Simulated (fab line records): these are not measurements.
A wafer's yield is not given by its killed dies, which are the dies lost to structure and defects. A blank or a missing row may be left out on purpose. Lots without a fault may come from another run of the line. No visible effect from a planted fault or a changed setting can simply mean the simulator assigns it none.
Which tool was responsible? -- flow gf180mcu -- Sampling: 6 lots, 17 wafers, 5 of 602 route steps

## WHAT EACH GAUGE READ, for each wafer
GF_M5_CD_MEAS_07: target cd 280 nm.
lot,measured,on,cd-nm (nm)
L255,day 26 23:59,cd-sem-01,278.0 277.6 278.7
L260,day 27 14:10,cd-sem-01,277.9 278.5 277.9
L263,day 28 17:26,cd-sem-01,279.7
L270,day 30 17:53,cd-sem-02,280.1 280.8 280.1
L274,day 31 21:59,cd-sem-02,278.9 278.0 278.2
L276,day 32 09:49,cd-sem-01,279.3 278.7 279.9

## TOOL THAT RAN EACH LOT (tool first, then ch and the chambers of the sampled wafers, then the start)
lot,GF_M4_METAL_ETCH_16,GF_V4_CMP_26,GF_MIM_SPUTTER_07,GF_MIM_METAL_ETCH_19
L255,"rie-metal-04 ch 1, day 24 01:41","cmp-02 ch 0,1,2, day 25 02:44","pvd-sputter-03, day 25 03:15","rie-metal-04 ch 0,1, day 26 01:20"
L260,"rie-metal-02 ch 0,1, day 24 17:26","cmp-01 ch 0,1,3, day 25 17:42","pvd-sputter-01, day 25 18:19","rie-metal-04 ch 0, day 26 16:05"
L263,"rie-metal-04 ch 0,1, day 25 20:29","cmp-02 ch 3, day 26 21:15","pvd-sputter-04, day 26 21:53","rie-metal-03 ch 0, day 27 20:17"
L270,"rie-metal-02 ch 1, day 28 02:14","cmp-01 ch 1,2,3, day 29 02:32","pvd-sputter-03, day 29 03:04","rie-metal-04 ch 0,1, day 29 23:41"
L274,"rie-metal-04 ch 0, day 29 13:05","cmp-02 ch 1,2,3, day 30 11:19","pvd-sputter-01, day 30 11:49","rie-metal-03 ch 0,1, day 31 04:47"
L276,"rie-metal-02 ch 0,1, day 30 04:14","cmp-02 ch 0,3, day 31 00:48","pvd-sputter-01, day 31 01:22","rie-metal-01 ch 0,1, day 31 18:09"
- GF_M4_METAL_ETCH_16: etches the open film in Cl2/BCl3, stops on SiO2, target depth 750.8 nm, time 125.1 s.
- GF_V4_CMP_26: polishes, stops on SiO2, t overpolish 15 s, target thk 0 nm.
- GF_MIM_SPUTTER_07: material TiN, target thk 60 nm, time 50 s.
- GF_MIM_METAL_ETCH_19: etches the open film in Cl2/BCl3, stops on Si3N4, target depth 324.5 nm, time 54.1 s.

## THE ANSWER, worked out from the rows above alone
Rule: what is usual is taken from the lots themselves. Put in order of their means at a reading, lots are off if they are a third of the lots or fewer, leave a main group of 4 or more, and stand apart from it by a gap of 3 or more times the standard deviation of the main group's means; of several such gaps the widest counts. Not used: any main group whose means are identical at the precision the tables above print for the reading. A lot without any number at a reading at which 4 lots or more have one is off too. The other lots that the step has rows for count as sound.
None of the lots is off at any reading shown; this tells nothing.

## WHAT THE SIMULATOR HAD INSERTED
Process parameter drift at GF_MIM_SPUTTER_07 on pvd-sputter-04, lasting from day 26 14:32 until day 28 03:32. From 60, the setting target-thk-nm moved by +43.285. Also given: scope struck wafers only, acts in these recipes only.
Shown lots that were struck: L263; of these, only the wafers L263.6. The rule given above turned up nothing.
